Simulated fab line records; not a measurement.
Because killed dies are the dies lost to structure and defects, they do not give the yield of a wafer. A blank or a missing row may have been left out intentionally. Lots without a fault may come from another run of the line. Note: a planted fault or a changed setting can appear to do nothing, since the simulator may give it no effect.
fab line records | flow sky130
record lots=6 wafers=18 lastDay=50
route steps=708 shown DNWELL@41 PWDE@45 NWELL@56 PAD_OPEN@708
lots that met no fault: taken from a fault-free run of the same line
startH: start of the lot's first displayed wafer, in hours after the record's first day | waitH: hours since the lot's step before | " unchanged from the row above | L1.1+2: several wafers, shown together as one row | - no value, or no start given | * or withheld: withheld | < > ~ a bound
route shown NAME@n: NAME is a module with steps in the file, n the number in the route of the first one | usual: mean/standard deviation taken from wafers without a fault | same: alike in all rows | chamber/n: place in a boat | sites: each site's reading | _std_site: the values' standard deviation | _edge_site: the outer-site mean with the inner-site mean subtracted | radiusMm: for every site, how far away it sits from the centre of the wafer | mask NAME#n: copy n | behind: the last tool/chamber to shape the wafer | hold: why the lot went on hold/how many hours it stayed there/how the hold came to an end | device: names the non-switching transistor (n, p or np) | end of line: tests of these same wafers at the route's end | a step with no rows: only its recipe | killed: at the first sort, the dies lost to defects and structure; wafer yield is something else | map: the dies of a wafer, with x for killed, . for not killed, _ for no die there
set.NAME: the setting as run; set.NAME@STEP: as run at that earlier step | model.NAME: the simulator's own value behind a step, which no gauge read
a table for each step, a row for each wafer; lots at some steps of the route
services: a tool's chamber out of use, with start hour (startH, from the record's first day; less than 0 if before it), hours out, and reason
## steps
# step SKY_DNWELL_DEVELOP_06
# recipe wallAngleDeg=90 developer=TMAH developTimeS=60 devTempC=23
# step SKY_DNWELL_IMPLANT_07
# recipe species=P energyKev=withheld doseCm2=withheld tiltDeg=withheld
# step SKY_DNWELL_STRIP_08
# recipe chemistry=O2/N2 powerW=1400 pressureMtorr=1500 platenTempC=withheld o2FlowSccm=3000 n2FlowSccm=300 overashFraction=0.5
# usual drypumpMotorCurrentA=5.69/0.25 oesProductAu=0.723/0.005 stripTimeToEndpointS=36.92/0.12
# same overashFraction=0.5
# columns lot.wafer tool chamber startH waitH drypumpMotorCurrentA oesProductAu rfHoursCounterH stripTimeToEndpointS
L404.3 plasmaAsher-04 1 66.61 0.1 5.61 0.709 - 36.81
L404.5 " 1 " " 5.58 0.716 - 36.72
L404.6 " 0 " " 5.65 0.728 - 36.79
L416.4 plasmaAsher-01 0 123.76 0.1 5.97 0.728 - 36.78
L416.5 " 0 " " 5.97 0.713 - 36.91
L416.6 " 1 " " 6.00 0.727 - 36.80
L418.1 plasmaAsher-01 0 136.73 0.1 5.95 0.721 46 36.74
L418.3 " 0 " " 5.94 0.717 - 36.79
L418.4 " 1 " " 5.94 0.728 - 36.80
L419.2 plasmaAsher-04 1 138.00 0.1 5.59 0.730 2 36.92
L419.4 " 1 " " 5.58 0.718 - 36.96
L419.6 " 1 " " 5.60 0.723 - 36.94
L421.1 plasmaAsher-04 1 149.13 0.1 5.58 0.728 3 37.06
L421.2 " 0 " " 5.65 0.716 3 37.03
L421.6 " 0 " " 5.67 0.716 - 37.00
L426.1 plasmaAsher-03 0 179.63 0.1 4.89 0.718 35 37.00
L426.2 " 1 " " 5.24 0.725 35 36.86
L426.3 " 1 " " 5.25 0.720 - 36.91
# step SKY_DNWELL_TW_MEAS_09
# usual DNWELL_TW=1100/5.1
# columns lot.wafer tool chamber startH waitH DNWELL_TW
L404.3 filmMetro-03 - 66.70 0.1 1102
L404.5 " - " " 1105
L404.6 " - " " 1107
L416.4 filmMetro-03 - 123.86 0.1 1102
L416.5 " - " " 1106
L416.6 " - " " 1104
L418.1 filmMetro-01 - 136.83 0.1 1105
L418.3 " - " " 1102
L418.4 " - " " 1100
L419.2 filmMetro-04 - 138.11 0.1 1105
L419.4 " - " " 1106
L419.6 " - " " 1099
L421.1 filmMetro-03 - 149.23 0.1 1109
L421.2 " - " " 1105
L421.6 " - " " 1101
L426.1 filmMetro-04 - 179.73 0.1 1102
L426.2 " - " " 1100
L426.3 " - " " 1105
# step SKY_PWDE_DEHYDRATE_00
# recipe tempC=200 timeS=60
# step SKY_PWDE_HMDS_01
# recipe primeTimeS=60 primeTempC=120
# step SKY_PWDE_COAT_02
# recipe spinRpm=2000 resistThkNm=3000
# step SKY_PWDE_SOFTBAKE_03
# recipe tempC=110 timeS=withheld
# step SKY_PWDE_EXPOSE_04
# recipe maskId=PWDEM na=0.6 sourceShape=conventional sigmaOuter=0.6 polarization=unpolarized targetCdNm=840 doseMj=214
# step SKY_PWDE_PEB_05
# recipe tempC=115 timeS=withheld
# step SKY_PWDE_DEVELOP_06
# recipe wallAngleDeg=90 developer=TMAH developTimeS=60 devTempC=23
# step SKY_PWDE_OVL_MEAS_07
# usual PWDE_OVL=-0.1/1.3
# columns lot.wafer tool chamber startH waitH PWDE_OVL[nm]
L404.3 overlay-01 - 83.76 - -1.5
L404.5 " - " " -0.3
L404.6 " - " " 0.1
L416.4 overlay-02 - 142.16 - -2.8
L416.5 " - " " -2.7
L416.6 " - " " -2.8
L418.1 overlay-02 - 156.55 - 1.1
L418.3 " - " " 1.4
L418.4 " - " " -1.6
L419.2 overlay-02 - 157.81 - 1.9
L419.4 " - " " 0.1
L419.6 " - " " 0.4
L421.1 overlay-01 - 168.45 - -0.1
L421.2 " - " " 0.3
L421.6 " - " " 0.4
L426.1 overlay-01 - 200.39 - 0.7
L426.2 " - " " 1.4
L426.3 " - " " 1.5
# step SKY_PWDE_IMPLANT_08
# recipe species=B energyKev=150 doseCm2=3.6e+12 tiltDeg=withheld
# usual faradayCurrentUA=20.3/0.38
# columns lot.wafer tool chamber startH waitH faradayCurrentUA
L404.3 implanter-02 0 83.83 0.1 20.6
L404.5 " 0 " " 21.1
L404.6 " 0 " " 20.6
L416.4 implanter-02 0 142.25 0.1 20.4
L416.5 " 0 " " 20.4
L416.6 " 0 " " 20.4
L418.1 implanter-02 0 156.58 0.0 20.4
L418.3 " 0 " " 20.6
L418.4 " 0 " " 20.3
L419.2 implanter-04 0 157.86 0.0 20.0
L419.4 " 0 " " 20.5
L419.6 " 0 " " 20.2
L421.1 implanter-01 0 168.48 0.0 20.7
L421.2 " 0 " " 20.1
L421.6 " 0 " " 20.0
L426.1 implanter-01 0 200.43 0.0 20.9
L426.2 " 0 " " 20.4
L426.3 " 0 " " 20.6
# step SKY_PWDE_STRIP_09
# recipe chemistry=O2/N2 powerW=1400 pressureMtorr=1500 platenTempC=withheld o2FlowSccm=3000 n2FlowSccm=300 overashFraction=0.5
# usual drypumpMotorCurrentA=5.4/0.3 oesProductAu=0.723/0.0045 stripTimeToEndpointS=36.97/0.12
# same overashFraction=0.5
# columns lot.wafer tool chamber startH waitH drypumpMotorCurrentA oesProductAu rfHoursCounterH stripTimeToEndpointS
L404.3 plasmaAsher-04 1 83.96 0.1 5.6 0.723 - 36.79
L404.5 " 1 " " 5.6 0.724 - 36.82
L404.6 " 0 " " 5.7 0.720 - 36.82
L416.4 plasmaAsher-04 0 142.36 0.1 5.6 0.731 - 36.85
L416.5 " 0 " " 5.6 0.723 - 36.92
L416.6 " 1 " " 5.6 0.716 - 36.87
L418.1 plasmaAsher-04 0 156.73 0.1 5.7 0.722 4 37.23
L418.3 " 1 " " 5.6 0.723 - 37.09
L418.4 " 0 " " 5.7 0.723 - 37.17
L419.2 plasmaAsher-02 0 157.99 0.1 5.8 0.723 50 37.09
L419.4 " 0 " " 5.8 0.720 - 36.98
L419.6 " 1 " " 5.5 0.721 - 37.10
L421.1 plasmaAsher-02 0 168.63 0.1 5.8 0.726 51 36.92
L421.2 " 1 " " 5.5 0.727 51 36.99
L421.6 " 0 " " 5.8 0.714 - 37.02
L426.1 plasmaAsher-03 0 200.58 0.1 4.9 0.716 37 36.87
L426.2 " 1 " " 5.2 0.720 37 36.89
L426.3 " 0 " " 4.9 0.723 - 36.90
# step SKY_PWDE_TW_MEAS_10
# usual PWDE_TW=368.7/1.8
# columns lot.wafer tool chamber startH waitH PWDE_TW
L404.3 filmMetro-01 - 84.05 0.1 367.0
L404.5 " - " " 368.0
L404.6 " - " " 369.5
L416.4 filmMetro-01 - 142.46 0.1 365.9
L416.5 " - " " 367.6
L416.6 " - " " 367.1
L418.1 filmMetro-04 - 156.83 0.1 366.6
L418.3 " - " " 366.4
L418.4 " - " " 367.9
L419.2 filmMetro-03 - 158.10 0.1 369.9
L419.4 " - " " 369.6
L419.6 " - " " 368.3
L421.1 filmMetro-01 - 168.73 0.1 367.0
L421.2 " - " " 365.4
L421.6 " - " " 367.5
L426.1 filmMetro-01 - 200.68 0.1 364.6
L426.2 " - " " 366.0
L426.3 " - " " 364.8
# step SKY_NWELL_DEHYDRATE_03
# recipe tempC=200 timeS=60
# step SKY_NWELL_HMDS_04
# recipe primeTimeS=60 primeTempC=120
# step SKY_NWELL_COAT_05
# recipe spinRpm=2000 resistThkNm=3000
# step SKY_NWELL_SOFTBAKE_06
# recipe tempC=110 timeS=withheld
# step SKY_NWELL_EXPOSE_07
# recipe maskId=NWM na=0.6 sourceShape=conventional sigmaOuter=0.6 polarization=unpolarized targetCdNm=840 doseMj=255
# step SKY_NWELL_PEB_08
# recipe tempC=115 timeS=withheld
# step SKY_NWELL_DEVELOP_09
# recipe wallAngleDeg=90 developer=TMAH developTimeS=60 devTempC=23
# step SKY_NWELL_OVL_MEAS_10
# usual NWELL_00_OVL=-0.2/1.3
# columns lot.wafer tool chamber startH waitH NWELL_00_OVL[nm]
L404.3 overlay-01 - 101.56 - 1.1
L404.5 " - " " 1.2
L404.6 " - " " 0.8
L416.4 overlay-01 - 161.05 - 1.1
L416.5 " - " " -1.7
L416.6 " - " " -0.3
L418.1 overlay-01 - 176.75 - -2.7
L418.3 " - " " -1.5
L418.4 " - " " -0.1
L419.2 overlay-01 - 178.60 - -0.3
L419.4 " - " " 1.3
L419.6 " - " " 2.6
L421.1 overlay-01 - 189.28 - 1.6
L421.2 " - " " 0.9
L421.6 " - " " -2.2
L426.1 overlay-01 - 222.85 - 1.2
L426.2 " - " " 1.4
L426.3 " - " " 2.0
# step SKY_NWELL_IMPLANT_11
# recipe species=P energyKev=400 doseCm2=1.9e+13 tiltDeg=withheld
# step SKY_NWELL_IMPLANT_12
# recipe species=P energyKev=120 doseCm2=1.3e+12 tiltDeg=withheld
# step SKY_NWELL_IMPLANT_13
# recipe species=P energyKev=50 doseCm2=7e+11 tiltDeg=withheld
# step SKY_NWELL_STRIP_14
# recipe chemistry=O2/N2 powerW=1400 pressureMtorr=1500 platenTempC=withheld o2FlowSccm=3000 n2FlowSccm=300 overashFraction=0.5
# usual drypumpMotorCurrentA=5.76/0.17 oesProductAu=0.723/0.0047 stripTimeToEndpointS=36.94/0.12
# same overashFraction=0.5
# columns lot.wafer tool chamber startH waitH drypumpMotorCurrentA oesProductAu rfHoursCounterH stripTimeToEndpointS
L404.3 plasmaAsher-01 1 102.07 0.1 5.98 0.726 - 36.95
L404.5 " 0 " " 5.95 0.725 - 36.99
L404.6 " 1 " " 5.93 0.732 - 36.92
L416.4 plasmaAsher-04 1 161.55 0.1 5.59 0.723 - 37.14
L416.5 " 1 " " 5.59 0.715 - 37.13
L416.6 " 0 " " 5.66 0.723 - 37.13
L418.1 plasmaAsher-02 0 177.23 0.1 5.76 0.728 52 36.96
L418.3 " 1 " " 5.53 0.723 - 36.79
L418.4 " 0 " " 5.80 0.719 - 37.01
L419.2 plasmaAsher-02 1 179.08 0.1 5.54 0.717 52 36.78
L419.4 " 0 " " 5.76 0.727 - 36.89
L419.6 " 0 " " 5.75 0.717 - 36.84
L421.1 plasmaAsher-04 0 189.76 0.1 5.61 0.732 7 36.98
L421.2 " 1 " " 5.59 0.731 7 37.04
L421.6 " 1 " " 5.59 0.725 - 37.15
L426.1 plasmaAsher-02 0 223.33 0.1 5.81 0.719 56 36.77
L426.2 " 1 " " 5.54 0.721 56 36.98
L426.3 " 1 " " 5.54 0.729 - 37.00
# step SKY_NWELL_TW_MEAS_15
# usual NWELL_TW=1799/9.2
# columns lot.wafer tool chamber startH waitH NWELL_TW
L404.3 filmMetro-01 - 102.15 0.1 1802
L404.5 " - " " 1784
L404.6 " - " " 1788
L416.4 filmMetro-04 - 161.64 0.1 1796
L416.5 " - " " 1795
L416.6 " - " " 1797
L418.1 filmMetro-04 - 177.33 0.1 1807
L418.3 " - " " 1796
L418.4 " - " " 1800
L419.2 filmMetro-01 - 179.19 0.1 1792
L419.4 " - " " 1780
L419.6 " - " " 1784
L421.1 filmMetro-03 - 189.86 0.1 1797
L421.2 " - " " 1800
L421.6 " - " " 1797
L426.1 filmMetro-04 - 223.43 0.1 1808
L426.2 " - " " 1802
L426.3 " - " " 1810
# step SKY_NWELL_DEHYDRATE_16
# recipe tempC=200 timeS=60
# step SKY_NWELL_HMDS_17
# recipe primeTimeS=60 primeTempC=120
# step SKY_NWELL_COAT_18
# recipe spinRpm=2000 resistThkNm=3000
# step SKY_NWELL_SOFTBAKE_19
# recipe tempC=110 timeS=withheld
# step SKY_NWELL_EXPOSE_20
# recipe maskId=NWM_COMPLEMENT na=0.6 sourceShape=conventional sigmaOuter=0.6 polarization=unpolarized targetCdNm=840 doseMj=260
# step SKY_NWELL_PEB_21
# recipe tempC=115 timeS=withheld
# step SKY_NWELL_DEVELOP_22
# recipe wallAngleDeg=90 developer=TMAH developTimeS=60 devTempC=23
# step SKY_NWELL_OVL_MEAS_23
# usual NWELL_01_OVL=0.0/1.2
# columns lot.wafer tool chamber startH waitH NWELL_01_OVL[nm]
L404.3 overlay-01 - 119.94 - -1.2
L404.5 " - " " -1.7
L404.6 " - " " -0.3
L416.4 overlay-01 - 180.47 - 0.1
L416.5 " - " " 0.0
L416.6 " - " " 0.2
L418.1 overlay-01 - 198.25 - 0.6
L418.3 " - " " -0.8
L418.4 " - " " -1.3
L419.2 overlay-02 - 200.06 - 1.1
L419.4 " - " " 1.7
L419.6 " - " " -1.2
L421.1 overlay-01 - 211.50 - 0.3
L421.2 " - " " 0.3
L421.6 " - " " 1.8
L426.1 overlay-01 - 245.78 - 0.5
L426.2 " - " " 1.5
L426.3 " - " " -0.9
# step SKY_NWELL_IMPLANT_24
# recipe species=B energyKev=140 doseCm2=9.2e+12 tiltDeg=withheld
# step SKY_NWELL_STRIP_25
# recipe chemistry=O2/N2 powerW=1400 pressureMtorr=1500 platenTempC=withheld o2FlowSccm=3000 n2FlowSccm=300 overashFraction=0.5
# usual drypumpMotorCurrentA=5.75/0.17 oesProductAu=0.723/0.0048 stripTimeToEndpointS=36.93/0.11
# same overashFraction=0.5
# columns lot.wafer tool chamber startH waitH drypumpMotorCurrentA oesProductAu rfHoursCounterH stripTimeToEndpointS
L404.3 plasmaAsher-02 0 120.15 0.1 5.78 0.721 - 37.02
L404.5 " 1 " " 5.56 0.720 - 36.92
L404.6 " 0 " " 5.80 0.727 - 37.04
L416.4 plasmaAsher-01 0 180.67 0.1 5.95 0.717 - 36.84
L416.5 " 1 " " 5.98 0.718 - 36.76
L416.6 " 0 " " 5.93 0.724 - 36.93
L418.1 plasmaAsher-04 0 198.44 0.1 5.67 0.721 8 36.87
L418.3 " 1 " " 5.59 0.721 - 36.82
L418.4 " 0 " " 5.67 0.718 - 36.93
L419.2 plasmaAsher-02 1 200.24 0.1 5.55 0.712 54 37.03
L419.4 " 0 " " 5.74 0.721 - 37.04
L419.6 " 1 " " 5.53 0.717 - 37.03
L421.1 plasmaAsher-02 0 211.68 0.1 5.82 0.723 55 36.88
L421.2 " 1 " " 5.54 0.727 55 36.80
L421.6 " 1 " " 5.55 0.727 - 36.85
L426.1 plasmaAsher-02 1 245.96 0.1 5.52 0.721 59 37.09
L426.2 " 0 " " 5.75 0.725 59 37.04
L426.3 " 0 " " 5.77 0.726 - 36.98
# step SKY_NWELL_TW_MEAS_26
# usual NWELL_2_TW=490.2/2.5
# columns lot.wafer tool chamber startH waitH NWELL_2_TW
L404.3 filmMetro-04 - 120.23 0.1 492.0
L404.5 " - " " 492.5
L404.6 " - " " 491.1
L416.4 filmMetro-01 - 180.77 0.1 488.8
L416.5 " - " " 485.8
L416.6 " - " " 486.6
L418.1 filmMetro-04 - 198.54 0.1 495.7
L418.3 " - " " 492.5
L418.4 " - " " 493.5
L419.2 filmMetro-03 - 200.35 0.1 491.1
L419.4 " - " " 489.8
L419.6 " - " " 492.2
L421.1 filmMetro-04 - 211.78 0.1 490.2
L421.2 " - " " 492.0
L421.6 " - " " 490.4
L426.1 filmMetro-04 - 246.06 0.1 486.2
L426.2 " - " " 486.6
L426.3 " - " " 487.4
# step SKY_NWELL_CLEAN_27
# recipe chemistry=SC1/SC2 mix=1:4:20 tempC=70 timeS=150 dry=n2Spin
# step SKY_NWELL_RTA_28
# recipe tempC=1050 timeS=30 idleTempC=650 rampUpCPerS=150 rampDownCPerS=90 ambient=N2
# usual annealTempCMax=1054.8/1.1 lampPowerPct=25.31/0.055 wafer_temp_C_max=1054.9/0.85
# columns lot.wafer tool chamber startH waitH annealTempCMax lampPowerPct wafer_temp_C_max
L404.3 rtpAnneal-01 0 120.36 0.0 1053.3 25.32 1056.9
L404.5 " 0 " " 1054.1 25.26 1056.4
L404.6 " 0 " " 1055.0 25.25 1054.9
L416.4 rtpAnneal-02 0 180.90 0.1 1055.8 25.28 1054.9
L416.5 " 0 " " 1054.7 25.28 1054.2
L416.6 " 0 " " 1056.5 25.35 1055.3
L418.1 rtpAnneal-01 0 198.65 0.0 1054.5 25.33 1056.7
L418.3 " 0 " " 1054.6 25.33 1054.6
L418.4 " 0 " " 1055.1 25.37 1054.9
L419.2 rtpAnneal-01 0 200.46 0.0 1055.8 25.36 1054.5
L419.4 " 0 " " 1055.1 25.28 1054.3
L419.6 " 0 " " 1054.6 25.31 1053.9
L421.1 rtpAnneal-01 0 211.89 0.0 1053.7 25.30 1055.5
L421.2 " 0 " " 1053.2 25.31 1055.7
L421.6 " 0 " " 1054.7 25.32 1054.6
L426.1 rtpAnneal-02 0 246.17 0.0 1057.0 25.29 1055.4
L426.2 " 0 " " 1055.4 25.29 1053.2
L426.3 " 0 " " 1057.7 25.26 1053.8
# step SKY_NWELL_RS_MEAS_29
# recipe thkMeasGauge=four-point-probe
# usual NWELL_RS=624.5/1.5
# columns lot.wafer tool chamber startH waitH NWELL_RS[ohm/sq]
L404.3 filmMetro-03 - 120.46 0.1 623.7
L404.5 " - " " 624.1
L404.6 " - " " 623.5
L416.4 filmMetro-03 - 181.01 0.1 626.3
L416.5 " - " " 624.0
L416.6 " - " " 624.7
L418.1 filmMetro-04 - 198.75 0.1 625.6
L418.3 " - " " 624.5
L418.4 " - " " 625.2
L419.2 filmMetro-04 - 200.57 0.1 622.0
L419.4 " - " " 624.3
L419.6 " - " " 625.4
L421.1 filmMetro-01 - 211.99 0.1 627.9
L421.2 " - " " 627.5
L421.6 " - " " 624.3
L426.1 filmMetro-03 - 246.27 0.1 624.1
L426.2 " - " " 623.3
L426.3 " - " " 622.8
# step SKY_NWELL_RS_MEAS_31
# recipe thkMeasGauge=four-point-probe
# usual PWDE_RS=5272/16
# columns lot.wafer tool chamber startH waitH PWDE_RS[ohm/sq]
L404.3 filmMetro-03 - 120.70 0.1 5232
L404.5 " - " " 5234
L404.6 " - " " 5259
L416.4 filmMetro-03 - 181.25 0.1 5330
L416.5 " - " " 5315
L416.6 " - " " 5334
L418.1 filmMetro-04 - 198.99 0.1 5347
L418.3 " - " " 5357
L418.4 " - " " 5364
L419.2 filmMetro-04 - 200.81 0.1 5253
L419.4 " - " " 5247
L419.6 " - " " 5273
L421.1 filmMetro-01 - 212.23 0.1 5270
L421.2 " - " " 5267
L421.6 " - " " 5277
L426.1 filmMetro-03 - 246.51 0.1 5301
L426.2 " - " " 5293
L426.3 " - " " 5297
# step SKY_PAD_OPEN_PROBE_99
# usual killed_at_M0_to_M3=43/7.3 killed_at_M4_up=3.6/1.9 killedAtContacts=23/5.3 killedAtFrontEnd=15/4.5 killedAtOther=0.3/0.72 killedDies=85/9.4 killedOpen=46/6.7 killedShort=38/6.8
# same grossDies=492 killedAtBackSide=0
# columns lot.wafer tool chamber startH waitH killed_at_M0_to_M3 killed_at_M4_up killedAtContacts killedAtFrontEnd killedAtOther killedDies killedOpen killedShort
L404.3 prober-02 - 1088.09 0.2 44 5 20 14 0 83 49 34
L404.5 prober-02 - 1088.19 0.2 37 5 23 18 0 83 54 29
L404.6 prober-02 - 1088.24 0.2 57 4 23 21 0 105 56 49
L416.4 prober-02 - 1168.52 0.2 39 3 21 21 0 84 47 37
L416.5 prober-02 - 1168.57 0.2 42 5 18 24 0 89 45 44
L416.6 prober-02 - 1168.62 0.2 39 2 15 21 1 78 48 30
L419.2 prober-01 - 1169.52 0.1 41 7 20 14 0 82 39 42
L419.4 prober-01 - 1169.62 0.2 52 3 14 20 0 89 42 46
L419.6 prober-01 - 1169.72 0.2 41 4 20 18 0 83 46 37
L418.1 prober-02 - 1170.81 0.1 49 2 17 15 0 83 50 33
L418.3 prober-02 - 1170.91 0.2 37 0 20 16 0 73 33 40
L418.4 prober-02 - 1170.96 0.2 36 2 24 17 0 79 41 38
L421.1 prober-02 - 1180.41 0.1 38 3 30 10 0 81 46 35
L421.2 prober-02 - 1180.46 0.1 55 7 22 14 0 98 54 44
L421.6 prober-02 - 1180.66 0.2 41 3 26 14 0 84 45 39
L426.1 prober-01 - 1203.20 0.1 42 5 21 20 2 90 55 34
L426.2 prober-01 - 1203.25 0.1 46 2 23 9 1 81 37 43
L426.3 prober-01 - 1203.30 0.2 46 2 20 15 0 83 51 31
# killed by level:class
L404.3 CONTACT:geometricParticle:open=8 VIA1:geometricParticle:open=8 LI_CONTACT:geometricParticle:open=7 VIA2:geometricParticle:short=7 VIA3:geometricParticle:open=6 VIA2:geometricParticle:open=6 METAL1:geometricParticle:short=5 FIELD_ISO:geometricParticle:open=4
L404.5 LI_CONTACT:geometricParticle:open=9 VIA2:geometricParticle:open=9 CONTACT:geometricParticle:open=8 VIA1:geometricParticle:open=7 METAL2:geometricParticle:short=6 FIELD_ISO:geometricParticle:open=4 FIELD_ISO:geometricParticle:short=4 POLY_GATE:geometricParticle:open=4
L404.6 VIA1:geometricParticle:open=19 FIELD_ISO:geometricParticle:short=12 LI_CONTACT:geometricParticle:open=9 METAL1:geometricParticle:short=7 VIA2:geometricParticle:open=7 VIA1:geometricParticle:short=6 VIA3:geometricParticle:short=5 VIA3:geometricParticle:open=5
L416.4 VIA1:geometricParticle:open=11 CONTACT:geometricParticle:open=9 FIELD_ISO:geometricParticle:short=6 LI_CONTACT:geometricParticle:open=6 FIELD_ISO:geometricParticle:open=5 POLY_GATE:geometricParticle:short=5 VIA2:geometricParticle:open=5 VIA2:geometricParticle:short=5
L416.5 VIA1:geometricParticle:open=8 FIELD_ISO:geometricParticle:short=7 FIELD_ISO:geometricParticle:open=7 VIA2:geometricParticle:open=6 LI_CONTACT:geometricParticle:short=5 POLY_GATE:geometricParticle:short=5 CONTACT:geometricParticle:open=5 VIA2:geometricParticle:short=5
L416.6 VIA1:geometricParticle:open=8 POLY_GATE:geometricParticle:open=7 VIA2:geometricParticle:open=7 FIELD_ISO:geometricParticle:open=6 CONTACT:geometricParticle:open=6 METAL2:geometricParticle:short=6 FIELD_ISO:geometricParticle:short=4 VIA3:geometricParticle:open=4
L419.2 VIA1:geometricParticle:open=10 METAL1:geometricParticle:short=7 POLY_GATE:geometricParticle:short=6 LOCAL_INTERCONNECT:geometricParticle:short=6 LI_CONTACT:geometricParticle:open=5 CONTACT:geometricParticle:open=5 VIA3:geometricParticle:open=5 VIA2:geometricParticle:open=4
L419.4 VIA2:geometricParticle:open=9 VIA1:geometricParticle:short=7 VIA2:geometricParticle:short=7 CONTACT:geometricParticle:open=6 VIA1:geometricParticle:open=6 SPACER:geometricParticle:short=5 LI_CONTACT:geometricParticle:open=5 VIA3:geometricParticle:open=5
L419.6 VIA2:geometricParticle:open=9 CONTACT:geometricParticle:open=8 METAL2:geometricParticle:short=7 LI_CONTACT:geometricParticle:open=6 POLY_GATE:geometricParticle:open=5 VIA1:geometricParticle:short=5 VIA1:geometricParticle:open=5 VIA3:geometricParticle:open=5
L418.1 VIA1:geometricParticle:open=14 VIA3:geometricParticle:open=8 VIA2:geometricParticle:open=7 LI_CONTACT:geometricParticle:open=6 FIELD_ISO:geometricParticle:open=5 METAL1:geometricParticle:short=5 VIA1:geometricParticle:short=5 METAL2:geometricParticle:short=4
L418.3 POLY_GATE:geometricParticle:short=8 VIA1:geometricParticle:open=6 VIA1:geometricParticle:short=5 VIA2:geometricParticle:open=5 CONTACT:geometricParticle:short=5 CONTACT:geometricParticle:open=5 METAL2:geometricParticle:short=5 LOCAL_INTERCONNECT:geometricParticle:short=4
L418.4 CONTACT:geometricParticle:open=11 VIA3:geometricParticle:open=8 POLY_GATE:geometricParticle:short=6 VIA1:geometricParticle:open=6 CONTACT:geometricParticle:short=5 LI_CONTACT:geometricParticle:open=4 METAL2:geometricParticle:short=4 VIA2:geometricParticle:short=4
L421.1 LI_CONTACT:geometricParticle:open=11 VIA1:geometricParticle:short=9 VIA1:geometricParticle:open=8 CONTACT:geometricParticle:open=7 VIA3:geometricParticle:open=6 CONTACT:geometricParticle:short=4 METAL1:geometricParticle:short=4 METAL2:geometricParticle:short=4
L421.2 METAL1:geometricParticle:short=9 CONTACT:geometricParticle:open=9 VIA1:geometricParticle:open=9 VIA2:geometricParticle:open=8 POLY_GATE:geometricParticle:open=6 LI_CONTACT:geometricParticle:open=5 VIA1:geometricParticle:short=5 METAL2:geometricParticle:short=4
L421.6 CONTACT:geometricParticle:open=12 VIA2:geometricParticle:open=8 METAL1:geometricParticle:short=6 VIA1:geometricParticle:open=6 CONTACT:geometricParticle:short=5 VIA1:geometricParticle:short=5 POLY_GATE:geometricParticle:open=4 LI_CONTACT:geometricParticle:open=4
L426.1 VIA1:geometricParticle:open=10 VIA3:geometricParticle:open=10 FIELD_ISO:geometricParticle:short=7 VIA2:geometricParticle:open=7 LI_CONTACT:geometricParticle:open=6 CONTACT:geometricParticle:open=6 LOCAL_INTERCONNECT:geometricParticle:short=6 FIELD_ISO:geometricParticle:open=4
L426.2 CONTACT:geometricParticle:open=10 VIA2:geometricParticle:open=9 VIA1:geometricParticle:short=7 LI_CONTACT:geometricParticle:open=6 VIA1:geometricParticle:open=5 VIA2:geometricParticle:short=5 VIA3:geometricParticle:short=5 FIELD_ISO:geometricParticle:short=4
L426.3 VIA1:geometricParticle:open=12 VIA2:geometricParticle:open=8 CONTACT:geometricParticle:open=7 VIA3:geometricParticle:open=7 LI_CONTACT:geometricParticle:open=6 METAL1:geometricParticle:short=5 FIELD_ISO:geometricParticle:short=4 POLY_GATE:geometricParticle:short=4
## services
# columns tool chamber startH hours kind
plasmaAsher-01 - 61.61 5.0 repair
rtpAnneal-01 - 80.77 4.1 pm
implanter-02 - 94.80 6.5 repair
rtpAnneal-02 - 101.72 6.3 pm
plasmaAsher-04 - 108.75 9.0 pm
plasmaAsher-04 0 108.75 9.0 ventCycle
plasmaAsher-04 1 108.75 9.0 ventCycle
plasmaAsher-04 0 117.75 - clean
plasmaAsher-04 1 117.75 - clean
implanter-01 - 125.80 0.8 repair
plasmaAsher-03 - 131.21 14.6 pm
implanter-01 - 149.44 15.7 pm
plasmaAsher-03 - 155.23 1.2 repair
plasmaAsher-03 - 156.31 2.3 repair
implanter-01 - 178.81 3.4 repair
plasmaAsher-02 - 183.08 1.3 repair
implanter-01 - 188.03 0.9 repair
plasmaAsher-02 - 192.57 2.1 repair
implanter-02 - 197.42 2.1 repair
implanter-01 - 204.37 0.5 repair
plasmaAsher-03 - 220.43 4.1 repair
rtpAnneal-01 - 229.03 0.9 repair
## key
firstSign step=SKY_NWELL_RS_MEAS_31 reading=PWDE_RS direction=up sigmas=4.2 usual=5272 struck=5341
effect none on later readings
metAt SKY_PWDE_IMPLANT_08
struckWafers L416.4,L416.5,L416.6,L418.1,L418.3,L418.4
testerLeftOut L416,L418
onsetBetween 83.83 142.25
alsoFits SKY_DNWELL_STRIP_08:plasmaAsher-01,SKY_PWDE_STRIP_09:plasmaAsher-04
fault kind=processParameterDrift tool=implanter-02 chamber=- onsetH=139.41 steps=SKY_PWDE_IMPLANT_08 channel=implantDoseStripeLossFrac offset=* shape=step endH=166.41
# testerLeftOut: of these lots the tester's yield and bins aren't shown, on N5 and GAA mostly nor the transistor test; their killed dies are dies lost to structure and defects alone, not to doping, threshold or leakage, so they don't give the yield
